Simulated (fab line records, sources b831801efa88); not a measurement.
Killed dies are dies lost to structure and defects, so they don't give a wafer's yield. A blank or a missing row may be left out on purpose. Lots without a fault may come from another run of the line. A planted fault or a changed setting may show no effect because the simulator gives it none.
A sampling plan put to the test | flow gf180mcu | one fab line, 9 faults that these records tell of, each judged on the records of the lots that it struck; 8 more are left out, because the records don't allow judging them
The plan is the line's own looks: the steps of the route at which a gauge or an inspection reads the wafer and doesn't change it. A look can be judged if struck wafers have a number there and the file gives its usual mean and standard deviation on fault-free wafers. Caught: at a look after the fault's first step, the mean of the struck wafers lies 4 or more of those standard deviations (sigma) from the usual mean. On the tool: the same test on the tool's own readings at the fault's steps. Another recipe on the struck wafers, or a record that is blank for them alone, also counts as caught.

THE FAULTS, as the simulator had put them in
1. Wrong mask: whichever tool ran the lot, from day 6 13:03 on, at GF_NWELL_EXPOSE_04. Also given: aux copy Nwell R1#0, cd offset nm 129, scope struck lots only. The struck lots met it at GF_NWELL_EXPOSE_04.
2. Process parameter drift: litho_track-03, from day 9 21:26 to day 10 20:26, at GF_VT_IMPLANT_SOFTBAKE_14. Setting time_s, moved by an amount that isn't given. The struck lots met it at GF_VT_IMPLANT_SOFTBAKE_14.
3. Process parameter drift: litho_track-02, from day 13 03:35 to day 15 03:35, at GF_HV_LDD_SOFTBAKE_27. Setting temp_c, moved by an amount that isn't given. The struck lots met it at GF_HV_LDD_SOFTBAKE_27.
4. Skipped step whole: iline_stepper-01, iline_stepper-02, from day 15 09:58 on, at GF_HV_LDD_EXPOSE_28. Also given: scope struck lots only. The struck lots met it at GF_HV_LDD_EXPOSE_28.
5. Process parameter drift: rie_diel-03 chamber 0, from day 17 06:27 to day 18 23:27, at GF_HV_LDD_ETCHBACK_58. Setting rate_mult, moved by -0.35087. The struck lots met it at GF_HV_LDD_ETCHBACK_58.
6. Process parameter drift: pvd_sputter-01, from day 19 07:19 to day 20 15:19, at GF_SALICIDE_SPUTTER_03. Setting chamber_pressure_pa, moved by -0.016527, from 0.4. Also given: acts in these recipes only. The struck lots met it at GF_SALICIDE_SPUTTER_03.
7. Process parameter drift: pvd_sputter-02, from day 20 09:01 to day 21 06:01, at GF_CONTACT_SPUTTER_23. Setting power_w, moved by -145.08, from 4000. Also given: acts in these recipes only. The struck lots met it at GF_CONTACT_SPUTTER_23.
8. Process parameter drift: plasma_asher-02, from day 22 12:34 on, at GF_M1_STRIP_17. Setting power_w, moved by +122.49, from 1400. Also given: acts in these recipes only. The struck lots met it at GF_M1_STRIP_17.
9. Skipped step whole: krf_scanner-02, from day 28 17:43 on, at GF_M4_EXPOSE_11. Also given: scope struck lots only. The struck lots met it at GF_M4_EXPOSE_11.

WHAT THE PLAN SAW
fault | on the tool itself                     | first look that catches it                      | reading, sigma | median hours from its first step to that look | hours from the fault's start to the first struck lot there | judged looks passed uncaught
1     | under 2 sigma                          | none of the 2 looks that can be judged after it | -              | -                                             | -                                                          | 2
2     | run_length_s +58 sigma                 | not the one look that can be judged after it    | -              | -                                             | -                                                          | 1
3     | heater_power_total_W +40 sigma         | no look after it can be judged                  | -              | -                                             | -                                                          | 0
4     | no reading that can be judged          | no look after it can be judged                  | -              | -                                             | -                                                          | 0
5     | oes_product_au -8.2 sigma              | no look after it can be judged                  | -              | -                                             | -                                                          | 0
6     | chamber_pressure_pa -19 sigma          | not the one look that can be judged after it    | -              | -                                             | -                                                          | 1
7     | cathode_dc_power_W -99 or beyond sigma | not the one look that can be judged after it    | -              | -                                             | -                                                          | 1
8     | strip_time_to_endpoint_s -10 sigma     | not the one look that can be judged after it    | -              | -                                             | -                                                          | 1
9     | no reading that can be judged          | no look after it can be judged                  | -              | -                                             | -                                                          | 0
A dash: the fault isn't caught, or these records don't give the number.

Caught at a look: 0 of 9. Caught on the tool: 6 of 9. By one or the other: 6 of 9.
Caught on the tool alone: faults 2, 3, 5, 6, 7, 8.
Caught by neither: faults 1, 4, 9.
